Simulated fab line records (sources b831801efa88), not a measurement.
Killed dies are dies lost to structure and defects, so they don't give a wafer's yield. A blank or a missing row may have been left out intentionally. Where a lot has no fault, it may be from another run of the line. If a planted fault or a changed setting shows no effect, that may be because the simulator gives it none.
A sampling plan put to the test | flow gf180mcu | one fab line, 13 faults that these records tell of, each judged on the records of the lots that it struck
The line's own looks make up the plan; these are the steps of the route where a gauge or inspection reads the wafer and leaves it unchanged. Where struck wafers have a number at a look and the file lists that look's usual mean and standard deviation on fault-free wafers, the look can be judged. Caught: at a look after the fault's first step, the mean of the struck wafers lies 4 or more of those standard deviations (sigma) from the usual mean. On the tool: the same test on the tool's own readings at the fault's steps. A different recipe on the struck wafers counts as caught too, as does a record blank only for those wafers.

THE FAULTS, as the simulator had put them in
1. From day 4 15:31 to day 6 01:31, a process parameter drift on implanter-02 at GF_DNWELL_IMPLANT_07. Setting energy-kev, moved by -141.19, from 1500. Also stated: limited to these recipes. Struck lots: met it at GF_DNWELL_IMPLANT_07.
2. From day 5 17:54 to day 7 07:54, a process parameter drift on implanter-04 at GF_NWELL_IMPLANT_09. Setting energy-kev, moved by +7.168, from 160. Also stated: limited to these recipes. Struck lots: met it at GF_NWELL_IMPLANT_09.
3. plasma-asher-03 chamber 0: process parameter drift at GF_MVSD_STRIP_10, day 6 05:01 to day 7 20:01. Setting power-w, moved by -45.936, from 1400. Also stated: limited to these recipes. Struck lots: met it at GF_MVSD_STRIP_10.
4. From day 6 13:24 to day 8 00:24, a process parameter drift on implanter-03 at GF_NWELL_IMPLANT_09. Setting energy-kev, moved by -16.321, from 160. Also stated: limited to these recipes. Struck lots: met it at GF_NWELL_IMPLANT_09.
5. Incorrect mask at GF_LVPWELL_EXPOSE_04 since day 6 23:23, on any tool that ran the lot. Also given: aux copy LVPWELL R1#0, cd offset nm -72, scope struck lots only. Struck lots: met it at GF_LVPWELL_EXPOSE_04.
6. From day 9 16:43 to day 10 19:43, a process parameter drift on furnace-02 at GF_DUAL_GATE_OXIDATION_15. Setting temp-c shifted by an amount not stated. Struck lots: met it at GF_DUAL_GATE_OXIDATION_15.
7. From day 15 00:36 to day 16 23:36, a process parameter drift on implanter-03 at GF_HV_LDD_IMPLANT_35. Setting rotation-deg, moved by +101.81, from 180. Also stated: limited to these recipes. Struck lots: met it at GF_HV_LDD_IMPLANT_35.
8. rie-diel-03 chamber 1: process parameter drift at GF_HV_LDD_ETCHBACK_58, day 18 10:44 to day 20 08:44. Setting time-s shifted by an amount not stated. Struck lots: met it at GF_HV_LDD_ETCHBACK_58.
9. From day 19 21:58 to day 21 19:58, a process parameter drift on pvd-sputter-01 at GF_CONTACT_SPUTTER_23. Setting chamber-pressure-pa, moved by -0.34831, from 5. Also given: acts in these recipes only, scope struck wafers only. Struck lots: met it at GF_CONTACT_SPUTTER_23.
10. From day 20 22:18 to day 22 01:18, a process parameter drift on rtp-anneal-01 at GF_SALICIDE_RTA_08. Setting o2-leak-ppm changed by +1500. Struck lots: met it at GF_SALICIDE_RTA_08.
11. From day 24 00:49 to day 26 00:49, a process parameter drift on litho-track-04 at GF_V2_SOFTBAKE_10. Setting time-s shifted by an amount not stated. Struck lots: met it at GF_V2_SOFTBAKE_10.
12. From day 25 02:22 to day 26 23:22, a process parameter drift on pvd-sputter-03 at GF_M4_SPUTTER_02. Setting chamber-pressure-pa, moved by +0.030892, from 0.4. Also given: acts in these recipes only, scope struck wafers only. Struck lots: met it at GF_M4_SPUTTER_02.
13. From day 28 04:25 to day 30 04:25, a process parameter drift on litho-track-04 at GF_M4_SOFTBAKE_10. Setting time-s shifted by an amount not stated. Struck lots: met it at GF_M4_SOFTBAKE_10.

WHAT THE PLAN SAW
fault | on the tool itself                  | first look that catches it                      | reading, sigma | median hours from its first step to that look | hours from the fault's start to the first struck lot there | judged looks passed uncaught
1     | beam-energy-keV -99 or beyond sigma | no look after it can be judged                  | -              | -                                             | -                                                          | 0
2     | beam-energy-keV +99 or beyond sigma | not the one look that can be judged after it    | -              | -                                             | -                                                          | 1
3     | strip-time-to-endpoint-s +7.7 sigma | none of the 2 looks that can be judged after it | -              | -                                             | -                                                          | 2
4     | beam-energy-keV -99 or beyond sigma | none of the 3 looks that can be judged after it | -              | -                                             | -                                                          | 3
5     | under 2 sigma                       | none of the 2 looks that can be judged after it | -              | -                                             | -                                                          | 2
6     | spike-tc-upper-C -18 sigma          | not the one look that can be judged after it    | -              | -                                             | -                                                          | 1
7     | rotation-deg +99 or beyond sigma    | not the one look that can be judged after it    | -              | -                                             | -                                                          | 1
8     | run-length-s -29 sigma              | not the one look that can be judged after it    | -              | -                                             | -                                                          | 1
9     | chamber-pressure-pa -30 sigma       | no look after it can be judged                  | -              | -                                             | -                                                          | 0
10    | chamber-o2-ppm +99 or beyond sigma  | no look after it can be judged                  | -              | -                                             | -                                                          | 0
11    | run-length-s +20 sigma              | not the one look that can be judged after it    | -              | -                                             | -                                                          | 1
12    | chamber-pressure-pa +37 sigma       | no look after it can be judged                  | -              | -                                             | -                                                          | 0
13    | run-length-s +9.6 sigma             | not the one look that can be judged after it    | -              | -                                             | -                                                          | 1
A dash: the fault is not caught, or the number is missing from these records.

Caught at a look: 0 of 13. Caught on the tool: 12 of 13. By one or the other: 12 of 13.
On the tool alone, faults 1, 2, 3, 4, 6, 7, 8, 9, 10, 11, 12, 13 were caught.
Caught by neither: fault 5.
